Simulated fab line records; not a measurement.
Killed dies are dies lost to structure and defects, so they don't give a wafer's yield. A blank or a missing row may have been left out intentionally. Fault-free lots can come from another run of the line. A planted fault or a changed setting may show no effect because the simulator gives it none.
fab line records | flow sky130
[record] lots = 6 | wafers = 18 | lastDay = 49
route steps=708 shown VT_ADJUST_HVTP@94 VT_ADJUST_LVTN@97 VT_ADJUST_NCORE@119
lots that met no fault: from a run of the same line without faults
startH: hours from the record's first day to the start of the lot's first wafer shown | waitH: hours from the lot's prior step to this one | " identical to the entry in the row above | L1.1+2: a row that stands for several wafers | - value missing, or start not given | * or withheld: withheld | < > ~ a bound
route shown NAME@n: NAME is a module with steps in the file, n the number in the route of the first one | usual: mean and standard deviation over wafers with no fault | same: alike in all rows | chamber/n: place in a boat | sites: readings site by site | _std_site: their standard deviation | _edge_site: mean of outer sites minus mean of inner sites | radiusMm: for every site, how far away it sits from the centre of the wafer | mask NAME#n: copy n | behind: the tool/chamber that last shaped the wafer | hold: the reason the lot was held/the length of the hold in hours/how it ended | device: whichever transistor did not switch (one of n, p or np) | end of line: tests of these same wafers at the route's end | a step given without rows: its recipe and nothing more | killed: dies lost to structure and defects at the first sort, not the wafer's yield | map: shows each die of a wafer: x if killed, . if not, _ if none is there
set.NAME: the setting that was run; set.NAME@STEP: the one run at that earlier step | model.NAME: the simulator's own value behind a step, which no gauge read
lots at selected steps of the route; one table per step, one row per wafer
services: from which hour (startH, from the record's first day; less than 0 if before it) a tool's chamber was out of use, for how many hours, and why
[[steps]]
[step SKY_VT_ADJUST_HVTP_IMPLANT_09]
[recipe] species = As | energyKev = 150 | doseCm2 = 4.3e+12 | tiltDeg = withheld
[step SKY_VT_ADJUST_HVTP_STRIP_10]
[recipe] chemistry = O2/N2 | powerW = 1400 | pressureMtorr = 1500 | platenTempC = withheld | o2FlowSccm = 3000 | n2FlowSccm = 300 | overashFraction = 0.5
[usual] chamberPressureMTorr = 1500.1/1.3 | drypumpMotorCurrentA = 5.7/0.35 | oesProductAu = 0.715/0.0041 | stripTimeToEndpointS = 14.19/0.044
lot.wafer | tool           | chamber | startH | waitH | chamberPressureMTorr | drypumpMotorCurrentA | oesProductAu | rfHoursCounterH | stripTimeToEndpointS
L329.2    | plasmaAsher-02 | 1       | 134.08 | 0.1   | 1498.5               | 5.9                  | 0.705        | 44              | 14.23
L329.3    | "              | 0       | "      | "     | 1501.6               | 5.8                  | 0.718        | -               | 14.19
L329.4    | "              | 1       | "      | "     | 1498.4               | 5.9                  | 0.718        | -               | 14.21
L335.2    | plasmaAsher-02 | 0       | 182.75 | 0.1   | 1499.6               | 5.8                  | 0.713        | 48              | 14.18
L335.4    | "              | 1       | "      | "     | 1499.1               | 5.9                  | 0.711        | -               | 14.16
L335.5    | "              | 0       | "      | "     | 1497.6               | 5.8                  | 0.713        | -               | 14.17
L337.1    | plasmaAsher-03 | 0       | 189.70 | 0.1   | 1498.7               | 4.8                  | 0.713        | 39              | 14.26
L337.4    | "              | 0       | "      | "     | 1499.6               | 4.9                  | 0.711        | -               | 14.19
L337.5    | "              | 1       | "      | "     | 1500.1               | 6.1                  | 0.724        | -               | 14.22
L338.4    | plasmaAsher-02 | 0       | 194.27 | 0.1   | 1500.1               | 5.8                  | 0.713        | -               | 14.20
L338.5    | "              | 0       | "      | "     | 1500.3               | 5.8                  | 0.713        | -               | 14.21
L338.6    | "              | 1       | "      | "     | 1499.8               | 5.9                  | 0.711        | -               | 14.22
L340.2    | plasmaAsher-02 | 0       | 211.18 | 0.1   | 1498.9               | 5.8                  | 0.713        | 51              | 14.17
L340.4    | "              | 1       | "      | "     | 1502.8               | 5.9                  | 0.714        | -               | 14.20
L340.6    | "              | 0       | "      | "     | 1501.1               | 5.8                  | 0.706        | -               | 14.15
L343.3    | plasmaAsher-02 | 0       | 225.87 | 0.1   | 1499.4               | 5.8                  | 0.712        | -               | 14.24
L343.5    | "              | 1       | "      | "     | 1499.4               | 5.9                  | 0.708        | -               | 14.20
L343.6    | "              | 0       | "      | "     | 1497.8               | 5.8                  | 0.715        | -               | 14.23
[step SKY_VT_ADJUST_HVTP_TW_MEAS_11]
[usual] VT_ADJUST_HVTP_TW = 1345/5.8
lot.wafer | tool         | chamber | startH | waitH | VT_ADJUST_HVTP_TW
L329.2    | filmMetro-04 | -       | 134.19 | 0.1   | 1350
L329.3    | "            | -       | "      | "     | 1357
L329.4    | "            | -       | "      | "     | 1360
L335.2    | filmMetro-02 | -       | 182.86 | 0.1   | 1346
L335.4    | "            | -       | "      | "     | 1347
L335.5    | "            | -       | "      | "     | 1356
L337.1    | filmMetro-04 | -       | 189.80 | 0.1   | 1353
L337.4    | "            | -       | "      | "     | 1349
L337.5    | "            | -       | "      | "     | 1354
L338.4    | filmMetro-04 | -       | 194.37 | 0.1   | 1343
L338.5    | "            | -       | "      | "     | 1341
L338.6    | "            | -       | "      | "     | 1344
L340.2    | filmMetro-02 | -       | 211.29 | 0.1   | 1335
L340.4    | "            | -       | "      | "     | 1340
L340.6    | "            | -       | "      | "     | 1344
L343.3    | filmMetro-02 | -       | 226.00 | 0.1   | 1344
L343.5    | "            | -       | "      | "     | 1337
L343.6    | "            | -       | "      | "     | 1348
[step SKY_VT_ADJUST_LVTN_DEHYDRATE_00]
[recipe] tempC = 200 | timeS = 60
[step SKY_VT_ADJUST_LVTN_HMDS_01]
[recipe] primeTimeS = 60 | primeTempC = 120
[step SKY_VT_ADJUST_LVTN_COAT_02]
[recipe] spinRpm = 2000 | resistThkNm = 3000
[step SKY_VT_ADJUST_LVTN_SOFTBAKE_03]
[recipe] tempC = 110 | timeS = withheld
[step SKY_VT_ADJUST_LVTN_EXPOSE_04]
[recipe] maskId = NWM_COMPLEMENT_LESS_NATIVE | na = 0.6 | sourceShape = conventional | sigmaOuter = 0.6 | polarization = unpolarized | targetCdNm = 840 | doseMj = 194
[step SKY_VT_ADJUST_LVTN_PEB_05]
[recipe] tempC = 115 | timeS = withheld
[step SKY_VT_ADJUST_LVTN_DEVELOP_06]
[recipe] wallAngleDeg = 90 | developer = TMAH | developTimeS = 60 | devTempC = 23
[step SKY_VT_ADJUST_LVTN_OVL_MEAS_07]
[usual] VT_ADJUST_LVTN_OVL = -1.7/1.3
lot.wafer | tool       | chamber | startH | waitH | VT_ADJUST_LVTN_OVL[nm]
L329.2    | overlay-02 | -       | 153.35 | -     | -3.1
L329.3    | "          | -       | "      | "     | -0.4
L329.4    | "          | -       | "      | "     | -1.6
L335.2    | overlay-01 | -       | 204.37 | -     | 0.3
L335.4    | "          | -       | "      | "     | 1.1
L335.5    | "          | -       | "      | "     | 1.3
L337.1    | overlay-02 | -       | 211.56 | -     | -2.3
L337.4    | "          | -       | "      | "     | -2.8
L337.5    | "          | -       | "      | "     | -1.2
L338.4    | overlay-01 | -       | 216.36 | -     | -0.1
L338.5    | "          | -       | "      | "     | -1.3
L338.6    | "          | -       | "      | "     | -0.1
L340.2    | overlay-02 | -       | 233.55 | -     | -5.8
L340.4    | "          | -       | "      | "     | -4.4
L340.6    | "          | -       | "      | "     | -2.5
L343.3    | overlay-01 | -       | 248.77 | -     | -0.1
L343.5    | "          | -       | "      | "     | -1.7
L343.6    | "          | -       | "      | "     | -1.1
[step SKY_VT_ADJUST_LVTN_IMPLANT_08]
[recipe] species = B | energyKev = 30 | doseCm2 = 1.57e+12 | tiltDeg = withheld
[step SKY_VT_ADJUST_LVTN_STRIP_09]
[recipe] chemistry = O2/N2 | powerW = 1400 | pressureMtorr = 1500 | platenTempC = withheld | o2FlowSccm = 3000 | n2FlowSccm = 300 | overashFraction = 0.5
[usual] chamberPressureMTorr = 1500.0/1.4 | drypumpMotorCurrentA = 5.6/0.54 | oesProductAu = 0.722/0.0043 | stripTimeToEndpointS = 36.98/0.095
lot.wafer | tool           | chamber | startH | waitH | chamberPressureMTorr | drypumpMotorCurrentA | oesProductAu | rfHoursCounterH | stripTimeToEndpointS | model.coat_of_VT_ADJUST_LVTN_COAT_02.thkNm
L329.2    | plasmaAsher-04 | 1       | 153.53 | 0.1   | 1497.6               | 5.0                  | 0.719        | 3               | 37.07                | 0
L329.3    | "              | 0       | "      | "     | 1502.8               | 6.2                  | 0.726        | -               | 37.05                | 0
L329.4    | "              | 1       | "      | "     | 1501.4               | 5.0                  | 0.720        | -               | 37.00                | 0
L335.2    | plasmaAsher-03 | 0       | 204.55 | 0.1   | 1499.4               | 4.9                  | 0.726        | 40              | 36.92                | 0
L335.4    | "              | 0       | "      | "     | 1499.9               | 4.8                  | 0.720        | -               | 37.00                | 0
L335.5    | "              | 1       | "      | "     | 1501.8               | 6.1                  | 0.725        | -               | 37.04                | 0
L337.1    | plasmaAsher-01 | 1       | 211.75 | 0.1   | -                    | -                    | -            | -               | -                    | 3001
L337.4    | "              | 0       | "      | "     | -                    | -                    | -            | -               | -                    | 2999
L337.5    | "              | 0       | "      | "     | -                    | -                    | -            | -               | -                    | 3004
L338.4    | plasmaAsher-04 | 0       | 216.56 | 0.1   | -                    | -                    | -            | -               | -                    | 3014
L338.5    | "              | 0       | "      | "     | -                    | -                    | -            | -               | -                    | 2997
L338.6    | "              | 1       | "      | "     | -                    | -                    | -            | -               | -                    | 3012
L340.2    | plasmaAsher-03 | 0       | 233.73 | 0.1   | 1501.7               | 4.8                  | 0.724        | 43              | 37.19                | 0
L340.4    | "              | 0       | "      | "     | 1498.6               | 4.8                  | 0.719        | -               | 37.01                | 0
L340.6    | "              | 1       | "      | "     | 1501.2               | 6.1                  | 0.721        | -               | 37.14                | 0
L343.3    | plasmaAsher-01 | 1       | 248.98 | 0.1   | 1501.6               | 5.9                  | 0.716        | -               | 37.03                | 0
L343.5    | "              | 1       | "      | "     | 1500.9               | 6.0                  | 0.720        | -               | 37.13                | 0
L343.6    | "              | 0       | "      | "     | 1500.8               | 5.3                  | 0.735        | -               | 37.04                | 0
[step SKY_VT_ADJUST_LVTN_TW_MEAS_10]
[usual] VT_ADJUST_LVTN_TW = 239.7/1.3
lot.wafer | tool         | chamber | startH | waitH | VT_ADJUST_LVTN_TW
L329.2    | filmMetro-03 | -       | 153.64 | 0.1   | 240.7
L329.3    | "            | -       | "      | "     | 240.6
L329.4    | "            | -       | "      | "     | 240.3
L335.2    | filmMetro-02 | -       | 204.66 | 0.1   | 239.7
L335.4    | "            | -       | "      | "     | 238.3
L335.5    | "            | -       | "      | "     | 238.4
L337.1    | filmMetro-02 | -       | 211.85 | 0.1   | 239.1
L337.4    | "            | -       | "      | "     | 239.3
L337.5    | "            | -       | "      | "     | 238.1
L338.4    | filmMetro-02 | -       | 216.66 | 0.1   | 238.1
L338.5    | "            | -       | "      | "     | 239.4
L338.6    | "            | -       | "      | "     | 240.3
L340.2    | filmMetro-02 | -       | 233.84 | 0.1   | 238.2
L340.4    | "            | -       | "      | "     | 237.5
L340.6    | "            | -       | "      | "     | 238.5
L343.3    | filmMetro-02 | -       | 249.07 | 0.1   | 239.4
L343.5    | "            | -       | "      | "     | 238.5
L343.6    | "            | -       | "      | "     | 238.6
[step SKY_VT_ADJUST_LVTN_DEHYDRATE_11]
[recipe] tempC = 200 | timeS = 60
[step SKY_VT_ADJUST_LVTN_HMDS_12]
[recipe] primeTimeS = 60 | primeTempC = 120
[step SKY_VT_ADJUST_LVTN_COAT_13]
[recipe] resist = NOVOLAK | spinRpm = 3000 | resistThkNm = 1140
[step SKY_VT_ADJUST_LVTN_SOFTBAKE_14]
[recipe] tempC = 90 | timeS = 60 | resist = NOVOLAK
[step SKY_VT_ADJUST_LVTN_EXPOSE_15]
[recipe] maskId = HVN_STD_DERIVED | na = 0.6 | sourceShape = conventional | sigmaOuter = 0.6 | polarization = unpolarized | targetCdNm = 600 | doseMj = 163
[step SKY_VT_ADJUST_LVTN_PEB_16]
[recipe] tempC = withheld | timeS = * | resist = NOVOLAK
[step SKY_VT_ADJUST_LVTN_DEVELOP_17]
[recipe] resist = NOVOLAK | developer = TMAH | developTimeS = 60 | devTempC = 23
[step SKY_VT_ADJUST_LVTN_OVL_MEAS_18]
[usual] VT_ADJUST_LVTN_01_OVL = -1.3/1.2
lot.wafer | tool       | chamber | startH | waitH | VT_ADJUST_LVTN_01_OVL[nm]
L329.2    | overlay-01 | -       | 172.50 | 0.1   | -0.5
L329.3    | "          | -       | "      | "     | -2.7
L329.4    | "          | -       | "      | "     | -0.9
L335.2    | overlay-01 | -       | 227.30 | 0.1   | -1.7
L335.4    | "          | -       | "      | "     | -4.8
L335.5    | "          | -       | "      | "     | -3.1
L337.1    | overlay-02 | -       | 234.19 | 0.1   | 0.0
L337.4    | "          | -       | "      | "     | -0.6
L337.5    | "          | -       | "      | "     | -2.6
L338.4    | overlay-02 | -       | 238.86 | 0.1   | -3.7
L338.5    | "          | -       | "      | "     | -3.9
L338.6    | "          | -       | "      | "     | -3.3
L340.2    | overlay-02 | -       | 257.02 | 0.1   | 0.1
L340.4    | "          | -       | "      | "     | -2.2
L340.6    | "          | -       | "      | "     | -2.4
L343.3    | overlay-01 | -       | 273.16 | 0.1   | -0.9
L343.5    | "          | -       | "      | "     | -0.5
L343.6    | "          | -       | "      | "     | 0.3
[step SKY_VT_ADJUST_LVTN_IMPLANT_19]
[recipe] species = B | energyKev = 30 | doseCm2 = 6.5e+11 | tiltDeg = withheld
[step SKY_VT_ADJUST_LVTN_STRIP_20]
[recipe] chemistry = O2/N2 | powerW = 1400 | pressureMtorr = 1500 | platenTempC = withheld | o2FlowSccm = 3000 | n2FlowSccm = 300 | overashFraction = 0.5
[usual] chamberPressureMTorr = 1500.0/1.4 | drypumpMotorCurrentA = 5.6/0.51 | oesProductAu = 0.716/0.0044 | stripTimeToEndpointS = 14.20/0.039
lot.wafer | tool           | chamber | startH | waitH | chamberPressureMTorr | drypumpMotorCurrentA | oesProductAu | rfHoursCounterH | stripTimeToEndpointS
L329.2    | plasmaAsher-01 | 0       | 172.68 | 0.1   | 1501.1               | 5.3                  | 0.725        | 48              | 14.14
L329.3    | "              | 0       | "      | "     | 1499.2               | 5.3                  | 0.715        | -               | 14.15
L329.4    | "              | 1       | "      | "     | 1497.4               | 5.9                  | 0.709        | -               | 14.15
L335.2    | plasmaAsher-03 | 0       | 227.48 | 0.1   | 1500.8               | 4.9                  | 0.714        | 42              | 14.18
L335.4    | "              | 1       | "      | "     | 1497.7               | 6.1                  | 0.724        | -               | 14.14
L335.5    | "              | 1       | "      | "     | 1500.9               | 6.1                  | 0.717        | -               | 14.17
L337.1    | plasmaAsher-01 | 0       | 234.38 | 0.1   | 1498.4               | 5.3                  | 0.732        | 54              | 58.79
L337.4    | "              | 1       | "      | "     | 1499.0               | 5.9                  | 0.727        | -               | 58.73
L337.5    | "              | 0       | "      | "     | 1502.2               | 5.3                  | 0.738        | -               | 58.82
L338.4    | plasmaAsher-04 | 1       | 239.06 | 0.1   | 1498.5               | 5.0                  | 0.724        | -               | 58.90
L338.5    | "              | 0       | "      | "     | 1498.8               | 6.2                  | 0.724        | -               | 58.69
L338.6    | "              | 1       | "      | "     | 1502.0               | 5.0                  | 0.730        | -               | 58.90
L340.2    | plasmaAsher-01 | 0       | 257.20 | 0.1   | 1499.9               | 5.3                  | 0.710        | 56              | 14.19
L340.4    | "              | 1       | "      | "     | 1499.2               | 5.9                  | 0.713        | -               | 14.17
L340.6    | "              | 0       | "      | "     | 1500.5               | 5.3                  | 0.719        | -               | 14.19
L343.3    | plasmaAsher-04 | 0       | 273.36 | 0.1   | 1497.6               | 6.2                  | 0.714        | -               | 14.16
L343.5    | "              | 1       | "      | "     | 1497.5               | 5.0                  | 0.715        | -               | 14.23
L343.6    | "              | 0       | "      | "     | 1500.0               | 6.2                  | 0.717        | -               | 14.22
[step SKY_VT_ADJUST_LVTN_TW_MEAS_21]
[usual] VT_ADJUST_LVTN_2_TW = 186.8/0.93
lot.wafer | tool         | chamber | startH | waitH | VT_ADJUST_LVTN_2_TW
L329.2    | filmMetro-02 | -       | 172.79 | 0.1   | 187.2
L329.3    | "            | -       | "      | "     | 187.4
L329.4    | "            | -       | "      | "     | 187.6
L335.2    | filmMetro-03 | -       | 227.59 | 0.1   | 186.3
L335.4    | "            | -       | "      | "     | 186.8
L335.5    | "            | -       | "      | "     | 187.4
L337.1    | filmMetro-02 | -       | 234.48 | 0.1   | 29.6
L337.4    | "            | -       | "      | "     | 29.6
L337.5    | "            | -       | "      | "     | 29.5
L338.4    | filmMetro-03 | -       | 239.16 | 0.1   | 29.9
L338.5    | "            | -       | "      | "     | 29.9
L338.6    | "            | -       | "      | "     | 29.8
L340.2    | filmMetro-02 | -       | 257.31 | 0.1   | 186.5
L340.4    | "            | -       | "      | "     | 185.2
L340.6    | "            | -       | "      | "     | 185.7
L343.3    | filmMetro-03 | -       | 273.45 | 0.1   | 188.6
L343.5    | "            | -       | "      | "     | 187.7
L343.6    | "            | -       | "      | "     | 188.2
[step SKY_VT_ADJUST_NCORE_DEHYDRATE_00]
[recipe] tempC = 200 | timeS = 60
[[services]]
tool           | chamber | startH | hours | kind
plasmaAsher-04 | 0       | 117.75 | -     | clean
plasmaAsher-04 | 1       | 117.75 | -     | clean
plasmaAsher-04 | -       | 146.98 | 0.7   | repair
plasmaAsher-04 | -       | 240.67 | 2.2   | repair
plasmaAsher-02 | -       | 271.89 | 3.8   | repair
[[key]]
[firstSign] step = SKY_VT_ADJUST_LVTN_STRIP_09 | reading = toolRecord | direction = missing
[effect] step = SKY_VT_ADJUST_LVTN_STRIP_20 | reading = stripTimeToEndpointS | direction = up | sigmas = 99+ | usual = * | struck = *
[effect] step = SKY_VT_ADJUST_LVTN_TW_MEAS_21 | reading = VT_ADJUST_LVTN_2_TW | direction = down | sigmas = 99+ | usual = 186.8 | struck = 29.7
[modelEffect] step = SKY_VT_ADJUST_LVTN_STRIP_09 | value = coat_of_VT_ADJUST_LVTN_COAT_02.thkNm | without = 0 | struck = 3005
metAt SKY_VT_ADJUST_LVTN_STRIP_09
struckWafers L337.1,L337.4,L337.5,L338.4,L338.5,L338.6
sortLeftOut L337.1,L337.4,L337.5,L338.4,L338.5,L338.6
testerLeftOut L337,L338
onsetBetween 153.53 211.75
[fault] kind = skippedStepWhole | tool = plasmaAsher-01,plasmaAsher-04 | chamber = - | onsetH = 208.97 | steps = SKY_VT_ADJUST_LVTN_STRIP_09 | scope = struckLotsOnly
// testerLeftOut: of these lots the tester's yield and bins aren't shown, on N5 and GAA mostly nor the transistor test; their killed dies are dies lost to structure and defects alone, not to doping, threshold or leakage, so they don't give the yield
// sortLeftOut: the simulated sort isn't trusted on such a fault, so these wafers' sort isn't shown, and their yield isn't known
